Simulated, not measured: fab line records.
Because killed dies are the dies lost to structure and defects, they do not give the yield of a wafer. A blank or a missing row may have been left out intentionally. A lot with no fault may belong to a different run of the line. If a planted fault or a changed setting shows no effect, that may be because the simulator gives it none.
Comparing a struck lot with a sound one ; flow gf180mcu ; 16 steps out of a route of 602
Sound: the wafers L331.1, L331.2, L331.5. Struck: wafer L325.4 (left out: L325.6, a lot-mate that was not struck); the cause follows at the end.
Each step with rows lists, per side, the tool, then ch with its chambers, then its first start. Under that, the readings that differ: sound wafers ; struck wafers ; difference of the means ; sigmas: that difference in standard deviations of wafers without a fault.
alike: readings with means less than 2 such deviations apart, plus words and numbers identical on both sides. not compared: withheld readings, readings lacking a value on some wafer, bounds such as >300 that could conceal the same value, and numbers that have no deviation in the record and whose values overlap.
Wherever a step has rows on one side only, a row that says differs or no value, or a row with sigmas, the two part there. Numbers that don't overlap but have no deviation are shown without sigmas and don't part them. Lack of a reading on every wafer of one side parts them only where that side has two or more wafers.

GF_M4_SPUTTER_04: material TiN, target thk 50 nm, time 41.7 s.
  struck on pvd sputter-02, day 26 11:38; sound on pvd sputter-01, day 28 03:07
  alike: throttle valve pct
GF_M4_RS_MEAS_05: uses a four-point probe to measure.
  struck on film metro-03, day 26 11:44; sound on film metro-04, day 28 03:09
  alike: M4_ALCU_RS
GF_M4_THK_MEAS_06: measures by xrf.
  struck on film metro-03, day 26 11:49; sound on film metro-04, day 28 03:16
  alike: M4_ALCU_THK
then, 7 steps without rows for these wafers: GF_M4_DEHYDRATE_07 (time 60 s); GF_M4_HMDS_08 (prime time 60 s); GF_M4_COAT_09 (resist thk 1000 nm); GF_M4_SOFTBAKE_10 (time 60 s); GF_M4_EXPOSE_11 (exposes mask Metal4, target cd 280 nm); GF_M4_PEB_12 (peb time 90 s); GF_M4_DEVELOP_13 (develop time 60 s).
GF_M4_CD_MEAS_14 targets a cd of 280 nm.
  struck on cd sem-01, day 27 08:43; sound on cd sem-01, day 28 23:20
  alike: cd nm
GF_M4_OVL_MEAS_15:
  struck on overlay-02, day 27 08:47; sound on overlay-01, day 28 23:28
  alike: M4_OVL
GF_M4_METAL_ETCH_16: etches the open film in Cl2/BCl3, stops on SiO2, target depth 750.8 nm, time 125.1 s.
  sound on rie metal-01 ch 0,1, day 28 23:29; struck on rie metal-02 ch 0, day 27 08:51
reading;sound;struck;difference;sigmas
throttle valve pct (%);28.261 28.235 28.229;28.209;-0.033;-3
model.KrF_of_M4_COAT_09.thk nm (nm);689.6 691.1 691.9;470.3;-220.6;
  alike: drypump motor current A, oes product au
  not compared: rf hours counter h
GF_M4_STRIP_17: strips in O2/N2.
  sound on plasma asher-02 ch 0,1, day 28 23:37; struck on plasma asher-03 ch 1, day 27 08:58
reading;sound;struck;difference;sigmas
oes product au (a.u.);0.537 0.533 0.538;0.451;-0.085;-19
strip time to endpoint s (s);7.44 7.44 7.45;5.24;-2.20;-50
  alike: drypump motor current A, heater power w
  not compared: rf hours counter h
then, 2 steps without rows for these wafers: GF_M4_STRIP_18 (strips in post etch residue remover, time 1200 s); GF_PASSIVATION_PROBE_99.

== WHERE THEY PART ==
Last at GF_M4_STRIP_17 as far as this record goes, first at GF_M4_METAL_ETCH_16.

WHY: the cause the simulator had injected
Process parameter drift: rie metal-02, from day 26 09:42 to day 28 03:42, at GF_M4_METAL_ETCH_16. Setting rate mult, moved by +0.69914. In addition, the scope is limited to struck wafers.
